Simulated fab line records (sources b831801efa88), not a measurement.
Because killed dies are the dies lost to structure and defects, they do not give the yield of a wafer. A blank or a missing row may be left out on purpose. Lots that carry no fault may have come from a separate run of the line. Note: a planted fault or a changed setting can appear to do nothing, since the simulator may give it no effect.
The same fault as seen by 2 desks + flow gf180mcu + each desk has only its own numbers; what lay behind them comes last

## AT THE METROLOGY DESK
What the gauges read, lot by lot, whatever tool the lot ran on: means of the sampled wafers that have a number. Marked OUT: a lot whose mean sits more than 4 standard deviations from the usual mean, which makes it out of limits; the brackets give that distance.
Columns: A = V5_CVD_02_THK at GF_V5_THK_MEAS_03, usual 1451 nm; B = cdNm at GF_TOP_METAL_CD_MEAS_14, usual 440.6 nm
| lot  | first seen here | A    | B               |
|------|-----------------|------|-----------------|
| L207 | day 26 23:52    | 1464 | 442.6           |
| L209 | day 27 11:59    | 1452 | 440.2           |
| L210 | day 28 01:22    | 1445 | 439.4           |
| L211 | day 28 05:01    | 1460 | 439.3           |
| L212 | day 28 11:47    | 1467 | 444.5           |
| L214 | day 29 06:17    | 1441 | 436.8           |
| L215 | day 29 08:53    | 1451 | 441.3           |
| L216 | day 29 21:06    | 1443 | 440.6           |
| L221 | day 31 01:39    | 1454 | 384.4 (-26) OUT |
| L222 | day 31 13:20    | 1446 | 383.0 (-26) OUT |
| L224 | day 32 06:02    | 1453 | 441.7           |
| L225 | day 32 10:26    | 1470 | 380.8 (-27) OUT |
| L229 | day 33 06:08    | 1468 | 437.8           |
This desk's verdict: out of limits on L221, L222, L225, starting with L221 at day 32 14:05 (cdNm at GF_TOP_METAL_CD_MEAS_14). In limits: L207, L209, L210, L211, L212, L214, L215, L216, L224, L229.

## TOOL OWNER'S DESK, ilineStepper-01
The tool's own readings at GF_TOP_METAL_EXPOSE_11 (exposes mask MetalTop, target cd 440 nm): means of the sampled wafers that have a number, for each lot that ran on this tool. Marked OUT: a lot whose mean sits more than 4 standard deviations from the usual mean, which makes it out of limits; the brackets give that distance.
Columns: A = exposureDoseMJCm2 at GF_TOP_METAL_EXPOSE_11, usual 170.00
| lot  | first seen here | A      |
|------|-----------------|--------|
| L207 | day 28 08:04    | 169.99 |
| L209 | day 28 20:59    | 169.90 |
| L211 | day 29 13:08    | 170.07 |
| L216 | day 31 02:52    | 169.95 |
| L221 | day 32 05:59    | 169.96 |
| L222 | day 32 17:20    | 170.10 |
| L225 | day 33 13:02    | 170.04 |
Finding of this desk: none of the 7 lots has anything out of limits.

## TAKEN TOGETHER
On L221, L222, L225, the metrology desk was in a position to raise an alarm at day 32 14:05.
Nothing out of limits was seen by the tool owner's desk.
Tool owner's desk: L221, L222, L225 on record, inside its limits.
On ilineStepper-01, each named lot ran GF_TOP_METAL_EXPOSE_11.

## WHAT THE SIMULATOR HAD PUT IN
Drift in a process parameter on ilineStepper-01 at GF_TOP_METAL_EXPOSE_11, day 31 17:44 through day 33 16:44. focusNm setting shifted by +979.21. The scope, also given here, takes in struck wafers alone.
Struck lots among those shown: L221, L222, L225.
Delay in hours, fault start to first out-of-limits reading, per desk: metrology desk 20.
